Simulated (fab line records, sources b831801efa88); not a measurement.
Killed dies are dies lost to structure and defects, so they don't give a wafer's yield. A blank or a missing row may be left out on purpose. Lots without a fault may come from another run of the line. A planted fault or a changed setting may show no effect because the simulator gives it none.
fab line records | flow sky130
record lots=15 wafers=45 last_day=50
route steps=708 shown VT_ADJUST_PCH@150 POLY_GATE@230 LDD_N@254
lots that met no fault: from a run of the same line without faults
start_h: hours from the record's first day to the start of the lot's first wafer shown | wait_h: hours since the lot's step before | " the same as in the row above | L1.1+2: a row that stands for several wafers | - no value, or no start given | * or withheld: withheld | < > ~ a bound
route shown NAME@n: a module of which the file shows steps, and the number in the route of the first | usual: mean/standard deviation of fault-free wafers | same: alike in all rows | chamber/n: place in a boat | sites: the reading at each site | _std_site: their standard deviation | _edge_site: outer sites' mean less inner sites' | radius_mm: how far each site lies from the wafer's centre | mask NAME#n: copy n | behind: the tool/chamber that last shaped the wafer | hold: why the lot was held/for how many hours/how that ended | device: the transistor (n, p or np) that didn't switch | end of line: the same wafers' tests at the end of the route | a step without rows: its recipe alone | killed: dies lost to structure and defects at the first sort, not the wafer's yield | map: a wafer's dies, x killed, . not, _ none there
set.NAME: the setting as run; set.NAME@STEP: as run at that earlier step | model.NAME: the simulator's own value behind a step, which no gauge read
steps of the route over a sample of lots; a table a step, a row a wafer
services: from which hour (start_h, from the record's first day; less than 0 if before it) a tool's chamber was out of use, for how many hours, and why
## steps
# step SKY_VT_ADJUST_PCH_OVL_MEAS_07
# usual VT_ADJUST_PCH_OVL=0.3/1.6
# columns lot.wafer tool chamber start_h wait_h VT_ADJUST_PCH_OVL[nm]
L918.2 overlay-02 - 218.98 - 0.5
L918.3 " - " " 2.4
L918.5 " - " " 0.4
L919.1 overlay-02 - 229.17 - 0.4
L919.4 " - " " 0.6
L919.5 " - " " 0.1
L921.3 overlay-01 - 254.78 - 0.5
L921.4 " - " " 1.3
L921.5 " - " " 2.5
L923.1 overlay-02 - 272.57 - 3.4
L923.2 " - " " 2.3
L923.6 " - " " 2.5
L924.1 overlay-02 - 277.17 - 1.3
L924.3 " - " " 0.3
L924.4 " - " " -1.9
L926.1 overlay-02 - 281.92 - 1.3
L926.4 " - " " 1.0
L926.5 " - " " -0.9
L925.2 overlay-02 - 283.68 - 1.5
L925.3 " - " " 1.1
L925.5 " - " " 2.6
L927.4 overlay-01 - 295.17 - -1.1
L927.5 " - " " 1.2
L927.6 " - " " 1.1
L933.1 overlay-01 - 330.37 - 0.8
L933.3 " - " " -0.6
L933.5 " - " " -1.9
L934.3 overlay-02 - 341.86 - -0.9
L934.4 " - " " -2.0
L934.6 " - " " -0.3
L936.2 overlay-01 - 358.73 - -0.2
L936.5 " - " " -1.4
L936.6 " - " " -1.0
L938.2 overlay-02 - 374.08 - 0.8
L938.5 " - " " -0.4
L938.6 " - " " 0.3
L939.2 overlay-01 - 384.03 - -0.1
L939.4 " - " " -1.1
L939.6 " - " " -0.2
L940.3 overlay-02 - 385.66 - -3.2
L940.5 " - " " -5.2
L940.6 " - " " -2.3
L941.1 overlay-01 - 395.15 - -1.6
L941.3 " - " " -0.5
L941.5 " - " " -0.2
# step SKY_POLY_GATE_ETCH_16
# recipe stop_on=poly-Si chemistry=CH3F/O2 target=Si3N4 source_w=400 bias_w=80 pressure_mtorr=25 ch3f_flow_sccm=40 O2_flow_sccm=30 time_s=147.5 target_depth_a=750
# usual O2_flow_sccm=30.01/0.094 bias_w=80.00/0.25 drypump_motor_current_A=5.8/0.39 oes_product_au=0.642/0.0054 throttle_valve_pct=10.535/0.0088
# columns lot.wafer tool chamber start_h wait_h O2_flow_sccm bias_w drypump_motor_current_A oes_product_au rf_hours_counter_h throttle_valve_pct
L918.2 rie_diel-03 1 362.41 0.0 30.04 80.22 6.3 0.649 98 10.536
L918.3 " 0 " " 29.93 80.54 5.7 0.644 111 10.544
L918.5 " 1 " " 30.05 79.91 6.3 0.647 - 10.536
L919.1 rie_diel-03 2 377.86 0.0 30.02 80.52 6.0 0.635 7 10.539
L919.4 " 3 " " 30.02 79.81 5.9 0.643 7 10.520
L919.5 " 0 " " 30.18 79.76 5.7 0.639 - 10.523
L923.1 rie_diel-01 3 431.31 0.0 29.97 79.81 5.1 0.636 19 10.528
L923.2 " 2 " " 30.06 79.95 5.9 0.638 0 10.531
L923.6 " 0 " " 30.06 79.84 6.6 0.640 - 10.533
L921.3 rie_diel-03 3 431.66 0.0 29.96 79.86 5.9 0.639 8 10.531
L921.4 " 2 " " 30.00 79.82 6.0 0.629 8 10.528
L921.5 " 0 " " 30.09 79.85 5.7 0.637 - 10.534
L924.1 rie_diel-04 0 432.30 0.0 30.17 80.19 5.5 0.653 1 10.539
L924.3 " 3 " " 30.06 79.87 5.5 0.644 82 10.540
L924.4 " 1 " " 30.02 79.95 5.3 0.632 2 10.517
L925.2 rie_diel-03 3 437.80 0.0 - - - - - -
L925.3 " 2 " " - - - - - -
L925.5 " 1 " " - - - - - -
L926.1 rie_diel-04 3 442.51 0.0 - - - - - -
L926.4 " 1 " " - - - - - -
L926.5 " 0 " " - - - - - -
L927.4 rie_diel-01 1 453.71 0.0 - - - - - -
L927.5 " 0 " " - - - - - -
L927.6 " 1 " " - - - - - -
L933.1 rie_diel-03 1 491.40 0.0 29.98 79.85 6.3 0.647 0 10.525
L933.3 " 2 " " 29.93 80.25 6.0 0.639 10 10.527
L933.5 " 0 " " 30.07 79.76 5.7 0.645 - 10.537
L934.3 rie_diel-03 1 500.50 0.0 29.94 80.01 6.3 0.645 0 10.536
L934.4 " 0 " " 29.86 79.95 5.7 0.642 2 10.534
L934.6 " 0 " " 29.99 79.82 5.7 0.643 - 10.541
L936.2 rie_diel-03 3 518.05 0.0 29.92 79.76 5.9 0.647 10 10.525
L936.5 " 3 " " 29.80 79.95 5.8 0.645 - 10.527
L936.6 " 0 " " 29.99 80.24 5.7 0.652 - 10.542
L938.2 rie_diel-01 3 548.46 0.0 30.00 80.11 5.1 0.648 20 10.546
L938.5 " 1 " " 29.89 80.30 6.0 0.649 - 10.534
L938.6 " 0 " " 29.96 79.94 6.6 0.643 - 10.540
L940.3 rie_diel-04 2 550.77 0.0 29.88 79.97 6.2 0.640 9 10.517
L940.5 " 1 " " 30.14 79.67 5.2 0.641 - 10.534
L940.6 " 0 " " 30.20 80.02 5.5 0.646 - 10.521
L939.2 rie_diel-01 0 551.00 0.0 30.07 80.45 6.6 0.635 29 10.521
L939.4 " 2 " " 29.97 80.04 5.8 0.629 2 10.532
L939.6 " 2 " " 30.08 79.86 5.9 0.636 - 10.526
L941.1 rie_diel-03 3 553.50 0.0 30.01 80.42 5.9 0.642 11 10.544
L941.3 " 2 " " 29.91 79.55 6.0 0.642 11 10.530
L941.5 " 3 " " 29.98 80.03 5.9 0.648 - 10.537
# step SKY_POLY_GATE_STRIP_18
# recipe chemistry=O2/N2 power_w=1400 pressure_mtorr=1500 platen_temp_c=withheld o2_flow_sccm=3000 n2_flow_sccm=300 overash_fraction=0.5
# usual drypump_motor_current_A=5.77/0.26 oes_product_au=0.361/0.0047 strip_time_to_endpoint_s=3.17/0.055
# columns lot.wafer tool chamber start_h wait_h drypump_motor_current_A oes_product_au rf_hours_counter_h strip_time_to_endpoint_s
L918.2 plasma_asher-01 1 362.57 0.0 5.34 0.360 25 3.10
L918.3 " 1 " " 5.33 0.360 - 3.27
L918.5 " 1 " " 5.34 0.358 - 3.13
L919.1 plasma_asher-03 0 378.01 0.0 6.14 0.374 67 3.23
L919.4 " 0 " " 6.13 0.363 - 3.17
L919.5 " 1 " " 5.78 0.361 - 3.22
L923.1 plasma_asher-01 1 431.47 0.0 5.32 0.365 33 3.24
L923.2 " 0 " " 5.96 0.370 33 3.34
L923.6 " 1 " " 5.31 0.361 - 3.20
L921.3 plasma_asher-03 1 431.85 0.1 5.77 0.365 - 3.19
L921.4 " 0 " " 6.12 0.364 - 3.23
L921.5 " 0 " " 6.12 0.366 - 3.23
L924.1 plasma_asher-02 0 432.46 0.0 5.59 0.359 0 3.06
L924.3 " 1 " " 5.65 0.361 - 3.13
L924.4 " 0 " " 5.63 0.362 - 3.25
L925.2 plasma_asher-02 1 437.96 0.0 5.68 0.413 1 4.36
L925.3 " 1 " " 5.67 0.414 - 4.39
L925.5 " 0 " " 5.66 0.417 - 4.35
L926.1 plasma_asher-03 1 442.66 0.0 5.77 0.413 74 4.32
L926.4 " 0 " " 6.14 0.409 - 4.36
L926.5 " 0 " " 6.13 0.413 - 4.38
L927.4 plasma_asher-03 0 453.90 0.1 6.10 0.411 - 4.36
L927.5 " 0 " " 6.12 0.411 - 4.34
L927.6 " 1 " " 5.76 0.409 - 4.32
L933.1 plasma_asher-02 1 491.56 0.0 5.66 0.360 7 3.15
L933.3 " 0 " " 5.62 0.371 - 3.23
L933.5 " 1 " " 5.69 0.358 - 3.16
L934.3 plasma_asher-03 1 500.69 0.1 5.75 0.358 - 3.15
L934.4 " 0 " " 6.15 0.363 - 3.18
L934.6 " 1 " " 5.76 0.363 - 3.19
L936.2 plasma_asher-01 1 518.21 0.0 5.31 0.358 43 3.11
L936.5 " 1 " " 5.30 0.354 - 3.10
L936.6 " 0 " " 5.96 0.358 - 3.16
L938.2 plasma_asher-03 1 548.61 0.0 5.77 0.369 85 3.23
L938.5 " 0 " " 6.14 0.364 - 3.15
L938.6 " 1 " " 5.79 0.352 - 3.17
L940.3 plasma_asher-02 1 550.96 0.1 5.71 0.365 - 3.17
L940.5 " 0 " " 5.66 0.362 - 3.19
L940.6 " 1 " " 5.70 0.363 - 3.08
L939.2 plasma_asher-02 0 551.16 0.0 5.64 0.364 13 3.16
L939.4 " 1 " " 5.67 0.358 - 3.21
L939.6 " 0 " " 5.66 0.366 - 3.19
L941.1 plasma_asher-03 1 553.66 0.0 5.78 0.363 86 3.11
L941.3 " 1 " " 5.77 0.366 - 3.16
L941.5 " 0 " " 6.16 0.360 - 3.09
# step SKY_POLY_GATE_CD_MEAS_22
# usual cd_nm=151/3.3
# columns lot.wafer tool chamber start_h wait_h cd_nm
L918.2 cd_sem-02 - 365.18 0.1 154
L918.3 " - " " 151
L918.5 " - " " 151
L919.1 cd_sem-01 - 379.88 0.1 152
L919.4 " - " " 148
L919.5 " - " " 155
L923.1 cd_sem-01 - 433.04 0.1 152
L923.2 " - " " 146
L923.6 " - " " 149
L924.1 cd_sem-01 - 434.34 0.1 153
L924.3 " - " " 150
L924.4 " - " " 150
L921.3 cd_sem-02 - 434.39 0.1 149
L921.4 " - " " 145
L921.5 " - " " 151
L925.2 cd_sem-01 - 440.62 0.1 155
L925.3 " - " " 150
L925.5 " - " " 156
L926.1 cd_sem-02 - 446.18 0.1 148
L926.4 " - " " 151
L926.5 " - " " 151
L927.4 cd_sem-02 - 458.42 0.1 149
L927.5 " - " " 153
L927.6 " - " " 148
L933.1 cd_sem-01 - 493.08 0.1 150
L933.3 " - " " 148
L933.5 " - " " 144
L934.3 cd_sem-01 - 502.22 0.1 150
L934.4 " - " " 149
L934.6 " - " " 153
L936.2 cd_sem-01 - 519.70 0.1 148
L936.5 " - " " 142
L936.6 " - " " 150
L938.2 cd_sem-01 - 550.70 0.1 147
L938.5 " - " " 150
L938.6 " - " " 150
L939.2 cd_sem-01 - 553.47 0.1 152
L939.4 " - " " 147
L939.6 " - " " 150
L940.3 cd_sem-02 - 553.50 0.1 149
L940.5 " - " " 151
L940.6 " - " " 161
L941.1 cd_sem-02 - 556.10 0.1 150
L941.3 " - " " 145
L941.5 " - " " 148
# step SKY_LDD_N_TW_MEAS_17
# usual LDD_N_TW=2582/15
# columns lot.wafer tool chamber start_h wait_h LDD_N_TW
L918.2 film_metro-01 - 394.52 0.1 2559
L918.3 " - " " 2563
L918.5 " - " " 2565
L919.1 film_metro-02 - 409.86 0.1 2584
L919.4 " - " " 2574
L919.5 " - " " 2594
L923.1 film_metro-04 - 466.11 0.1 2607
L923.2 " - " " 2588
L923.6 " - " " 2594
L921.3 film_metro-01 - 467.01 0.1 2581
L921.4 " - " " 2575
L921.5 " - " " 2575
L924.1 film_metro-02 - 467.01 0.1 2566
L924.3 " - " " 2561
L924.4 " - " " 2557
L925.2 film_metro-01 - 472.48 0.2 2578
L925.3 " - " " 2571
L925.5 " - " " 2578
L926.1 film_metro-04 - 478.31 0.1 2601
L926.4 " - " " 2605
L926.5 " - " " 2589
L927.4 film_metro-04 - 489.92 0.1 2594
L927.5 " - " " 2590
L927.6 " - " " 2596
L933.1 film_metro-01 - 520.61 0.1 2536
L933.3 " - " " 2562
L933.5 " - " " 2581
L934.3 film_metro-04 - 525.41 0.1 2591
L934.4 " - " " 2591
L934.6 " - " " 2582
L936.2 film_metro-02 - 550.85 0.1 2567
L936.5 " - " " 2570
L936.6 " - " " 2567
L938.2 film_metro-01 - 581.01 0.1 2569
L938.5 " - " " 2584
L938.6 " - " " 2583
L940.3 film_metro-02 - 583.42 0.1 2590
L940.5 " - " " 2588
L940.6 " - " " 2585
L939.2 film_metro-04 - 583.71 0.1 2583
L939.4 " - " " 2597
L939.6 " - " " 2594
L941.1 film_metro-01 - 586.55 0.1 2584
L941.3 " - " " 2578
L941.5 " - " " 2589
## services
# columns tool chamber start_h hours kind
plasma_asher-03 - 339.92 1.3 repair
rie_diel-01 - 343.51 4.0 pm
plasma_asher-01 - 357.12 2.0 repair
plasma_asher-01 - 365.28 0.6 repair
plasma_asher-02 - 376.96 10.0 repair
plasma_asher-03 - 387.40 5.2 repair
rie_diel-03 0 398.40 - clean
rie_diel-03 0 398.40 14.4 scheduled_down
rie_diel-03 0 398.40 14.4 vent_cycle
plasma_asher-02 - 421.25 9.0 pm
rie_diel-03 1 459.65 - clean
rie_diel-03 1 459.65 15.2 scheduled_down
rie_diel-03 1 459.65 15.2 vent_cycle
plasma_asher-03 - 464.08 0.7 repair
rie_diel-04 0 474.53 4.5 repair
rie_diel-03 0 478.36 5.5 repair
rie_diel-04 - 478.75 0.2 repair
plasma_asher-01 - 486.39 2.0 repair
rie_diel-03 2 493.57 4.8 repair
rie_diel-01 1 505.84 2.6 repair
rie_diel-01 - 505.96 0.8 repair
plasma_asher-02 - 528.69 2.5 repair
rie_diel-03 2 542.87 4.1 repair
plasma_asher-02 - 542.97 0.3 repair
## key
first_sign step=SKY_POLY_GATE_ETCH_16 reading=tool_record direction=missing
effect step=SKY_POLY_GATE_STRIP_18 reading=strip_time_to_endpoint_s direction=up sigmas=22 usual=* struck=*
met_at SKY_POLY_GATE_ETCH_16
struck_lots L925,L926,L927
later_rows_left_out L925.2,L925.3,L925.5,L926.1,L926.4,L926.5,L927.4,L927.5,L927.6
sort_left_out L925.2,L925.3,L925.5,L926.1,L926.4,L926.5,L927.4,L927.5,L927.6
tester_left_out L925,L926,L927
not_acting_at SKY_VT_ADJUST_PCH_OVL_MEAS_07,SKY_POLY_GATE_CD_MEAS_22,SKY_LDD_N_TW_MEAS_17
onset_between 432.30 437.80
fault kind=skipped_step_whole tool=rie_diel-01,rie_diel-03,rie_diel-04 chamber=- onset_h=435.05 steps=SKY_POLY_GATE_ETCH_16 scope=struck_lots_only
# tester_left_out: of these lots the tester's yield and bins aren't shown, on N5 and GAA mostly nor the transistor test; their killed dies are dies lost to structure and defects alone, not to doping, threshold or leakage, so they don't give the yield
# sort_left_out: the simulated sort isn't trusted on such a fault, so these wafers' sort isn't shown, and their yield isn't known
# later_rows_left_out: the simulator's readings of these wafers behind a module that went badly wrong aren't trusted and aren't shown, but for the sort
